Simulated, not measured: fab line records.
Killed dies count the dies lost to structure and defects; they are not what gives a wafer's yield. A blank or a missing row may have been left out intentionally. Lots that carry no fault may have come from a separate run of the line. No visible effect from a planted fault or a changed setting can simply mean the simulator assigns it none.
fab line records + flow sfq_line
record:
- lots: 15
- wafers: 45
- last_day: 91
route steps=325 shown L0@12 L0V@23 I0@54 I1@83
lots that met no fault: from a run of the same line without faults
start_h: the number of hours between the record's first day and the start of the first shown wafer of the lot + wait_h: hours elapsed since this lot's preceding step + " same as the row above + L1.1+2: several wafers, shown together as one row + - value missing, or start not given + * or withheld: withheld + < > ~ a bound
route shown NAME@n: NAME is a module with steps in the file, n the number in the route of the first one + usual: the fault-free wafers' mean and standard deviation + same: alike in all rows + chamber/n: place in a boat + sites: readings site by site + _std_site: standard deviation across them + _edge_site: inner sites' mean taken away from outer sites' mean + radius_mm: for every site, how far away it sits from the centre of the wafer + mask NAME#n: copy n + behind: the most recent tool/chamber to have shaped the wafer + hold: why the lot was held/for how many hours/how that ended + device: the n, p or np transistor that did not switch + end of line: tests run on the same wafers once the route is complete + step lacking rows: just its recipe + killed: at the first sort, the dies lost to defects and structure; wafer yield is something else + map: a wafer's dies, marking killed ones x, the rest . and places with no die _
set.NAME: the setting that was run; set.NAME@STEP: the one run at that earlier step + model.NAME: the simulator's own value behind a step, which no gauge read
one table for each step of the route and one row for each wafer, over a sample of lots
services: a tool's chamber out of use, with start hour (start_h, from the record's first day; less than 0 if before it), hours out, and reason
== steps ==
step: SFQ_TRILAYER_L0_BARC_OPEN_METAL_ETCH_010
recipe:
- mask_material: PR
- chemistry: O2
- target_depth_nm: 125
- target: BARC
- icp_w: 600
- bias_w: 80
- pressure_mtorr: 10
- time_s: 40.12
usual:
- bias_w: 80.01/0.24
- chamber_pressure_mTorr: 10.000/0.0093
- drypump_motor_current_A: 6.0/0.5
- oes_product_au: 0.697/0.0051
| lot.wafer | tool         | chamber | start_h | wait_h | bias_w | chamber_pressure_mTorr | drypump_motor_current_A | oes_product_au | rf_hours_counter_h |
|-----------|--------------|---------|---------|--------|--------|------------------------|-------------------------|----------------|--------------------|
| L626.2    | rie_metal-01 | 1       | 104.84  | 0.1    | 79.57  | 10.001                 | 6.6                     | 0.694          | 1                  |
| L626.4    | "            | 1       | "       | "      | 79.75  | 9.987                  | 6.5                     | 0.698          | -                  |
| L626.5    | "            | 1       | "       | "      | 80.14  | 10.021                 | 6.6                     | 0.699          | -                  |
| L628.1    | rie_metal-02 | 0       | 114.44  | 0.1    | 79.89  | 9.997                  | 6.3                     | 0.694          | 46                 |
| L628.4    | "            | 1       | "       | "      | 79.73  | 10.008                 | 5.1                     | 0.703          | -                  |
| L628.6    | "            | 1       | "       | "      | 80.20  | 9.996                  | 5.0                     | 0.699          | -                  |
| L629.4    | rie_metal-02 | 1       | 118.06  | 0.1    | 80.05  | 10.001                 | 5.1                     | 0.696          | -                  |
| L629.5    | "            | 0       | "       | "      | 80.05  | 9.987                  | 6.3                     | 0.703          | -                  |
| L629.6    | "            | 1       | "       | "      | 80.27  | 9.994                  | 5.1                     | 0.693          | -                  |
| L630.1    | rie_metal-04 | 0       | 119.24  | 0.1    | 79.67  | 10.003                 | 6.1                     | 0.699          | 15                 |
| L630.4    | "            | 0       | "       | "      | 80.27  | 10.008                 | 6.2                     | 0.701          | -                  |
| L630.6    | "            | 0       | "       | "      | 79.95  | 10.007                 | 6.2                     | 0.699          | -                  |
| L631.3    | rie_metal-02 | 1       | 120.46  | 0.1    | 77.00  | 10.016                 | 5.1                     | 0.701          | -                  |
| L631.4    | "            | 0       | "       | "      | 77.59  | 9.988                  | 6.3                     | 0.696          | -                  |
| L631.6    | "            | 0       | "       | "      | 77.42  | 9.990                  | 6.3                     | 0.694          | -                  |
| L632.2    | rie_metal-04 | 1       | 124.04  | 0.1    | 79.68  | 9.992                  | 6.2                     | 0.685          | 125                |
| L632.4    | "            | 0       | "       | "      | 80.40  | 9.991                  | 6.2                     | 0.708          | -                  |
| L632.6    | "            | 1       | "       | "      | 79.66  | 9.990                  | 6.2                     | 0.698          | -                  |
| L635.2    | rie_metal-02 | 1       | 137.24  | 0.1    | 76.57  | 9.997                  | 5.1                     | 0.694          | 184                |
| L635.3    | "            | 1       | "       | "      | 77.18  | 10.010                 | 5.1                     | 0.699          | -                  |
| L635.5    | "            | 1       | "       | "      | 76.68  | 9.996                  | 5.1                     | 0.693          | -                  |
| L636.1    | rie_metal-02 | 1       | 144.57  | 0.1    | 77.74  | 10.010                 | 5.1                     | 0.699          | 185                |
| L636.2    | "            | 0       | "       | "      | 77.11  | 9.987                  | 6.3                     | 0.692          | 51                 |
| L636.4    | "            | 1       | "       | "      | 77.43  | 10.005                 | 5.1                     | 0.710          | -                  |
| L639.1    | rie_metal-04 | 0       | 162.49  | 0.1    | 80.04  | 10.001                 | 6.2                     | 0.702          | 21                 |
| L639.3    | "            | 1       | "       | "      | 80.04  | 10.009                 | 6.2                     | 0.702          | -                  |
| L639.4    | "            | 0       | "       | "      | 79.93  | 9.997                  | 6.2                     | 0.697          | -                  |
| L641.2    | rie_metal-04 | 1       | 176.19  | 0.1    | 80.26  | 10.002                 | 6.2                     | 0.696          | 131                |
| L641.3    | "            | 1       | "       | "      | 80.32  | 10.011                 | 6.2                     | 0.691          | -                  |
| L641.5    | "            | 0       | "       | "      | 79.58  | 10.006                 | 6.2                     | 0.695          | -                  |
| L644.1    | rie_metal-01 | 0       | 191.79  | 0.1    | 80.31  | 9.995                  | 5.5                     | 0.701          | 128                |
| L644.2    | "            | 1       | "       | "      | 80.34  | 10.012                 | 6.5                     | 0.691          | 15                 |
| L644.4    | "            | 0       | "       | "      | 80.08  | 10.007                 | 5.5                     | 0.697          | -                  |
| L646.2    | rie_metal-04 | 1       | 208.59  | 0.1    | 80.18  | 10.004                 | 6.2                     | 0.695          | 135                |
| L646.4    | "            | 1       | "       | "      | 80.24  | 10.008                 | 6.2                     | 0.697          | -                  |
| L646.6    | "            | 0       | "       | "      | 80.03  | 9.995                  | 6.1                     | 0.694          | -                  |
| L647.2    | rie_metal-01 | 0       | 213.39  | 0.1    | 79.95  | 9.981                  | 5.5                     | 0.698          | 130                |
| L647.3    | "            | 0       | "       | "      | 80.00  | 10.008                 | 5.5                     | 0.701          | -                  |
| L647.4    | "            | 1       | "       | "      | 80.39  | 9.985                  | 6.5                     | 0.702          | -                  |
| L648.1    | rie_metal-02 | 0       | 224.31  | 0.1    | 79.63  | 9.989                  | 6.3                     | 0.697          | 63                 |
| L648.5    | "            | 0       | "       | "      | 79.83  | 10.000                 | 6.3                     | 0.692          | -                  |
| L648.6    | "            | 0       | "       | "      | 79.78  | 9.983                  | 6.3                     | 0.694          | -                  |
| L649.2    | rie_metal-01 | 1       | 231.64  | 0.1    | 79.91  | 10.016                 | 6.6                     | 0.694          | 19                 |
| L649.3    | "            | 0       | "       | "      | 80.05  | 9.998                  | 5.5                     | 0.690          | -                  |
| L649.5    | "            | 1       | "       | "      | 79.99  | 10.005                 | 6.7                     | 0.696          | -                  |
step: SFQ_L0V_OVL_MEAS_903
usual:
- L0V_OVL: -2/5.1
| lot.wafer | tool       | chamber | start_h | wait_h | L0V_OVL[nm] |
|-----------|------------|---------|---------|--------|-------------|
| L626.2    | overlay-02 | -       | 192.99  | 0.1    | 5           |
| L626.4    | "          | -       | "       | "      | 7           |
| L626.5    | "          | -       | "       | "      | 7           |
| L628.1    | overlay-01 | -       | 210.99  | 0.1    | -16         |
| L628.4    | "          | -       | "       | "      | -14         |
| L628.6    | "          | -       | "       | "      | -12         |
| L629.4    | overlay-02 | -       | 214.61  | 0.1    | 3           |
| L629.5    | "          | -       | "       | "      | 7           |
| L629.6    | "          | -       | "       | "      | 0           |
| L630.1    | overlay-02 | -       | 219.51  | 0.1    | 2           |
| L630.4    | "          | -       | "       | "      | -1          |
| L630.6    | "          | -       | "       | "      | 5           |
| L631.3    | overlay-02 | -       | 221.92  | 0.1    | 5           |
| L631.4    | "          | -       | "       | "      | 1           |
| L631.6    | "          | -       | "       | "      | 0           |
| L632.2    | overlay-02 | -       | 229.24  | 0.1    | 3           |
| L632.4    | "          | -       | "       | "      | 3           |
| L632.6    | "          | -       | "       | "      | 5           |
| L635.2    | overlay-02 | -       | 240.04  | 0.1    | -2          |
| L635.3    | "          | -       | "       | "      | -7          |
| L635.5    | "          | -       | "       | "      | -3          |
| L636.1    | overlay-01 | -       | 247.24  | 0.1    | -3          |
| L636.2    | "          | -       | "       | "      | -2          |
| L636.4    | "          | -       | "       | "      | 0           |
| L639.1    | overlay-01 | -       | 268.96  | 0.1    | 4           |
| L639.3    | "          | -       | "       | "      | 2           |
| L639.4    | "          | -       | "       | "      | -2          |
| L641.2    | overlay-01 | -       | 285.77  | 0.1    | 6           |
| L641.3    | "          | -       | "       | "      | -5          |
| L641.5    | "          | -       | "       | "      | -11         |
| L644.1    | overlay-02 | -       | 304.96  | 0.1    | 1           |
| L644.2    | "          | -       | "       | "      | -1          |
| L644.4    | "          | -       | "       | "      | -2          |
| L646.2    | overlay-02 | -       | 330.29  | 0.1    | -2          |
| L646.4    | "          | -       | "       | "      | -3          |
| L646.6    | "          | -       | "       | "      | -3          |
| L647.2    | overlay-02 | -       | 335.90  | 0.1    | -2          |
| L647.3    | "          | -       | "       | "      | -5          |
| L647.4    | "          | -       | "       | "      | 1           |
| L648.1    | overlay-02 | -       | 346.70  | 0.1    | -1          |
| L648.5    | "          | -       | "       | "      | -3          |
| L648.6    | "          | -       | "       | "      | -1          |
| L649.2    | overlay-01 | -       | 355.10  | 0.1    | -2          |
| L649.3    | "          | -       | "       | "      | -1          |
| L649.5    | "          | -       | "       | "      | -3          |
step: SFQ_TRILAYER_I0_VIA_BARC_OPEN_VIA_ETCH_046
recipe:
- mask_material: PR
- chemistry: O2
- target_depth_nm: 125
- target: BARC
- source_w: 500
- bias_w: 80
- pressure_mtorr: 30
- time_s: 41.7
usual:
- bias_w: 79.99/0.24
- chamber_pressure_mTorr: 30.01/0.044
- drypump_motor_current_A: 5.7/0.58
- oes_product_au: 0.685/0.0049
| lot.wafer | tool        | chamber | start_h | wait_h | bias_w | chamber_pressure_mTorr | drypump_motor_current_A | oes_product_au | rf_hours_counter_h |
|-----------|-------------|---------|---------|--------|--------|------------------------|-------------------------|----------------|--------------------|
| L626.2    | rie_diel-02 | 1       | 453.28  | 0.0    | 79.99  | 29.97                  | 6.0                     | 0.686          | 55                 |
| L626.4    | "           | 3       | "       | "      | 79.78  | 29.97                  | 6.2                     | 0.696          | 4                  |
| L626.5    | "           | 0       | "       | "      | 79.91  | 30.00                  | 6.0                     | 0.680          | -                  |
| L628.1    | rie_diel-02 | 0       | 476.21  | 0.0    | 79.85  | 30.00                  | 6.0                     | 0.695          | 66                 |
| L628.4    | "           | 0       | "       | "      | 79.99  | 30.39                  | 5.9                     | 0.688          | -                  |
| L628.6    | "           | 1       | "       | "      | 79.81  | 30.00                  | 6.0                     | 0.686          | -                  |
| L629.4    | rie_diel-03 | 0       | 478.61  | 0.0    | 80.11  | 30.01                  | 5.7                     | 0.681          | 11                 |
| L629.5    | "           | 2       | "       | "      | 79.83  | 29.96                  | 5.7                     | 0.684          | -                  |
| L629.6    | "           | 3       | "       | "      | 80.10  | 30.06                  | 5.9                     | 0.687          | -                  |
| L630.1    | rie_diel-02 | 2       | 479.81  | 0.0    | 80.19  | 30.08                  | 4.7                     | 0.675          | 46                 |
| L630.4    | "           | 0       | "       | "      | 80.11  | 29.97                  | 5.9                     | 0.685          | -                  |
| L630.6    | "           | 1       | "       | "      | 80.08  | 29.99                  | 6.0                     | 0.685          | -                  |
| L631.3    | rie_diel-02 | 0       | 483.43  | 0.0    | 80.28  | 29.99                  | 6.0                     | 0.676          | -                  |
| L631.4    | "           | 1       | "       | "      | 80.10  | 30.01                  | 6.1                     | 0.674          | -                  |
| L631.6    | "           | 1       | "       | "      | 79.72  | 30.04                  | 6.0                     | 0.687          | -                  |
| L632.2    | rie_diel-01 | 0       | 488.21  | 0.0    | 80.04  | 30.00                  | 6.0                     | 0.683          | 1                  |
| L632.4    | "           | 2       | "       | "      | 79.94  | 29.98                  | 6.5                     | 0.686          | 1                  |
| L632.6    | "           | 1       | "       | "      | 79.93  | 30.00                  | 6.1                     | 0.685          | -                  |
| L635.2    | rie_diel-01 | 3       | 495.41  | 0.0    | 79.97  | 30.03                  | 6.2                     | 0.689          | 1                  |
| L635.3    | "           | 1       | "       | "      | 80.02  | 30.03                  | 6.1                     | 0.689          | 31                 |
| L635.5    | "           | 3       | "       | "      | 79.81  | 29.96                  | 6.2                     | 0.680          | -                  |
| L636.1    | rie_diel-02 | 3       | 501.41  | 0.0    | 79.73  | 30.00                  | 6.2                     | 0.681          | 4                  |
| L636.2    | "           | 2       | "       | "      | 80.39  | 30.03                  | 4.7                     | 0.679          | 47                 |
| L636.4    | "           | 0       | "       | "      | 79.95  | 29.92                  | 6.0                     | 0.682          | 67                 |
| L639.1    | rie_diel-02 | 2       | 553.13  | 0.0    | 79.81  | 30.01                  | 4.7                     | 0.682          | 47                 |
| L639.3    | "           | 0       | "       | "      | 79.56  | 30.01                  | 5.9                     | 0.692          | 67                 |
| L639.4    | "           | 3       | "       | "      | 80.34  | 30.01                  | 6.1                     | 0.677          | 5                  |
| L641.2    | rie_diel-02 | 3       | 570.56  | 0.0    | 80.07  | 30.03                  | 6.2                     | 0.695          | 5                  |
| L641.3    | "           | 0       | "       | "      | 79.93  | 30.02                  | 6.0                     | 0.680          | 67                 |
| L641.5    | "           | 2       | "       | "      | 80.06  | 29.98                  | 4.7                     | 0.682          | -                  |
| L644.1    | rie_diel-02 | 0       | 598.16  | 0.0    | 79.91  | 29.99                  | 6.0                     | 0.688          | 68                 |
| L644.2    | "           | 1       | "       | "      | 79.89  | 30.06                  | 6.0                     | 0.686          | 57                 |
| L644.4    | "           | 2       | "       | "      | 80.48  | 29.97                  | 4.7                     | 0.693          | 48                 |
| L646.2    | rie_diel-02 | 3       | 617.42  | 0.0    | 79.84  | 29.99                  | 6.2                     | 0.687          | 6                  |
| L646.4    | "           | 1       | "       | "      | 79.97  | 30.03                  | 6.0                     | 0.693          | 57                 |
| L646.6    | "           | 1       | "       | "      | 79.80  | 30.03                  | 6.0                     | 0.679          | -                  |
| L647.2    | rie_diel-03 | 3       | 623.54  | 0.0    | 79.94  | 29.98                  | 5.9                     | 0.689          | 23                 |
| L647.3    | "           | 0       | "       | "      | 80.10  | 29.96                  | 5.8                     | 0.680          | 12                 |
| L647.4    | "           | 2       | "       | "      | 80.11  | 30.00                  | 5.7                     | 0.688          | 47                 |
| L648.1    | rie_diel-02 | 2       | 651.14  | 0.0    | 79.68  | 30.00                  | 4.7                     | 0.689          | 49                 |
| L648.5    | "           | 2       | "       | "      | 79.73  | 30.02                  | 4.7                     | 0.690          | -                  |
| L648.6    | "           | 1       | "       | "      | 80.34  | 30.08                  | 6.0                     | 0.682          | -                  |
| L649.2    | rie_diel-02 | 1       | 658.34  | 0.0    | 79.87  | 30.04                  | 6.0                     | 0.681          | 58                 |
| L649.3    | "           | 2       | "       | "      | 79.90  | 29.97                  | 4.7                     | 0.686          | 49                 |
| L649.5    | "           | 1       | "       | "      | 79.92  | 29.99                  | 6.0                     | 0.693          | -                  |
step: SFQ_I1_OVL_MEAS_913
usual:
- I1_OVL: 0/5.7
| lot.wafer | tool       | chamber | start_h | wait_h | I1_OVL[nm] |
|-----------|------------|---------|---------|--------|------------|
| L626.2    | overlay-01 | -       | 617.42  | 0.1    | -2         |
| L626.4    | "          | -       | "       | "      | -3         |
| L626.5    | "          | -       | "       | "      | 3          |
| L628.1    | overlay-02 | -       | 636.36  | 0.1    | 4          |
| L628.4    | "          | -       | "       | "      | 0          |
| L628.6    | "          | -       | "       | "      | 2          |
| L629.4    | overlay-01 | -       | 639.98  | 0.1    | -8         |
| L629.5    | "          | -       | "       | "      | -3         |
| L629.6    | "          | -       | "       | "      | -6         |
| L630.1    | overlay-01 | -       | 641.16  | 0.1    | 13         |
| L630.4    | "          | -       | "       | "      | 10         |
| L630.6    | "          | -       | "       | "      | 11         |
| L631.3    | overlay-02 | -       | 645.79  | 0.1    | 11         |
| L631.4    | "          | -       | "       | "      | -2         |
| L631.6    | "          | -       | "       | "      | -4         |
| L632.2    | overlay-02 | -       | 653.47  | 0.1    | -1         |
| L632.4    | "          | -       | "       | "      | 11         |
| L632.6    | "          | -       | "       | "      | 5          |
| L635.2    | overlay-02 | -       | 659.47  | 0.1    | 2          |
| L635.3    | "          | -       | "       | "      | 6          |
| L635.5    | "          | -       | "       | "      | 2          |
| L636.1    | overlay-02 | -       | 688.95  | 0.1    | 6          |
| L636.2    | "          | -       | "       | "      | 7          |
| L636.4    | "          | -       | "       | "      | 5          |
| L639.1    | overlay-01 | -       | 715.30  | 0.1    | 0          |
| L639.3    | "          | -       | "       | "      | -4         |
| L639.4    | "          | -       | "       | "      | 7          |
| L641.2    | overlay-02 | -       | 726.76  | 0.1    | 9          |
| L641.3    | "          | -       | "       | "      | -8         |
| L641.5    | "          | -       | "       | "      | -3         |
| L644.1    | overlay-02 | -       | 753.98  | 0.1    | -6         |
| L644.2    | "          | -       | "       | "      | -2         |
| L644.4    | "          | -       | "       | "      | 1          |
| L646.2    | overlay-01 | -       | 775.09  | 0.1    | -6         |
| L646.4    | "          | -       | "       | "      | -8         |
| L646.6    | "          | -       | "       | "      | -2         |
| L647.2    | overlay-02 | -       | 778.38  | 0.1    | 4          |
| L647.3    | "          | -       | "       | "      | -13        |
| L647.4    | "          | -       | "       | "      | 7          |
| L648.1    | overlay-02 | -       | 807.60  | 0.1    | -4         |
| L648.5    | "          | -       | "       | "      | -3         |
| L648.6    | "          | -       | "       | "      | -7         |
| L649.2    | overlay-01 | -       | 817.96  | 0.1    | -4         |
| L649.3    | "          | -       | "       | "      | -5         |
| L649.5    | "          | -       | "       | "      | 3          |
== services ==
| tool         | chamber | start_h | hours | kind   |
|--------------|---------|---------|-------|--------|
| rie_metal-02 | -       | 109.59  | 1.4   | pm     |
| rie_diel-02  | -       | 169.39  | 2.8   | pm     |
| rie_metal-02 | 1       | 248.22  | 7.3   | repair |
| rie_diel-02  | 1       | 283.70  | 12.6  | repair |
| rie_diel-02  | 2       | 295.77  | 2.8   | repair |
| rie_diel-02  | 0       | 307.63  | 2.5   | repair |
| rie_diel-02  | 2       | 320.72  | 5.5   | repair |
| rie_metal-04 | 1       | 356.45  | 7.3   | repair |
| rie_diel-02  | 1       | 367.85  | 2.8   | repair |
| rie_metal-02 | -       | 370.97  | 0.1   | repair |
| rie_metal-04 | 0       | 372.34  | 1.0   | repair |
| rie_metal-02 | 1       | 380.56  | 1.4   | repair |
| rie_diel-02  | 1       | 395.02  | 2.3   | repair |
| rie_diel-02  | 0       | 415.75  | 5.9   | repair |
| rie_metal-04 | -       | 438.10  | 2.8   | pm     |
| rie_diel-02  | 3       | 474.47  | 21.5  | repair |
| rie_metal-02 | -       | 474.70  | 2.8   | pm     |
| rie_diel-02  | 2       | 483.02  | 10.2  | repair |
| rie_diel-02  | 0       | 493.17  | 5.6   | repair |
| rie_diel-02  | 1       | 565.58  | 8.2   | repair |
| rie_metal-04 | -       | 599.17  | 0.8   | repair |
| rie_diel-02  | 1       | 619.74  | 2.7   | repair |
| rie_diel-02  | 2       | 640.45  | 3.3   | repair |
| rie_metal-02 | -       | 641.13  | 10.0  | pm     |
== key ==
first_sign:
- step: SFQ_TRILAYER_L0_BARC_OPEN_METAL_ETCH_010
- reading: bias_w
- direction: down
- sigmas: 12
- usual: 80.01
- struck: 77.19
effect none on later readings
met_at SFQ_TRILAYER_L0_BARC_OPEN_METAL_ETCH_010
struck_lots L631,L635,L636
not_acting_at SFQ_L0V_OVL_MEAS_903,SFQ_TRILAYER_I0_VIA_BARC_OPEN_VIA_ETCH_046,SFQ_I1_OVL_MEAS_913
onset_between 118.06 120.46
fault:
- kind: process_parameter_drift
- tool: rie_metal-02
- chamber: -
- onset_h: 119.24
- steps: SFQ_TRILAYER_L0_BARC_OPEN_METAL_ETCH_010
- channel: bias_w
- offset: -2.8027
- shape: step
- end_h: 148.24
- acts_in: these_recipes_only
- stated: 80
